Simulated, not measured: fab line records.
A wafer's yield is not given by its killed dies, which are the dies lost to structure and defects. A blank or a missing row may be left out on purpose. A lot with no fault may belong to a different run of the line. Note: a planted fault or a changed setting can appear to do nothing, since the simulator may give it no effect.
Matching of chambers ; flow sky130 ; rieDiel-02 running SKY_VIA3_ETCH_14: 4 sister chambers
The step etches BARC in N2/H2, stops on SiO2, time 45.9 s, target depth 60 nm. 8 wafers are shown with their chamber, then 8 later ones without.

== WAFERS WITH THEIR CHAMBER ==
wafer;chamber;drypumpMotorCurrentA (A);oesProductAu (a.u.)
L081.4;0;6.3;0.850
L086.2;2;5.9;0.853
L086.4;1;6.1;0.851
L086.6;1;6.2;0.847
L087.1;2;6.0;0.853
L087.2;3;6.3;0.852
L087.3;0;6.3;0.850
L089.3;3;6.3;0.851

== WAFERS WITH NO CHAMBER GIVEN ==
wafer;drypumpMotorCurrentA (A);oesProductAu (a.u.)
L089.5;6.2;0.856
L089.6;5.9;0.850
L092.1;6.2;0.853
L092.3;6.4;0.855
L092.5;6.0;0.852
L096.1;6.2;0.858
L096.3;6.3;0.853
L096.4;6.3;0.852

== EACH ONE'S CHAMBER ==
wafer;from the rows above;in truth
L089.5;can't be placed: 3 or 0 or 1 or 2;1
L089.6;2;2
L092.1;can't be placed: 3 or 0 or 1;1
L092.3;can't be placed: 3 or 0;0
L092.5;2;2
L096.1;can't be placed: 3 or 0 or 2 or 1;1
L096.3;can't be placed: 3 or 0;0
L096.4;can't be placed: 3 or 0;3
Correct placement for 2 of the 8. Not placeable from these rows: 6 (in 6, the candidates include the true chamber). Wrongly placed: 0.
How it was worked out, from the rows above alone: a wafer's distance from a chamber is the root of the sum, over the readings, of the square of ((its reading less the chamber's mean) divided by the reading's scatter). The wafer belongs to the nearest chamber; if the next one is less than 2 further off, it can't be placed. A chamber's mean is the mean of its shown wafers. The scatter: the root of (the sum of the squares of (reading less its chamber's mean) over the shown wafers, divided by (wafers less chambers)).
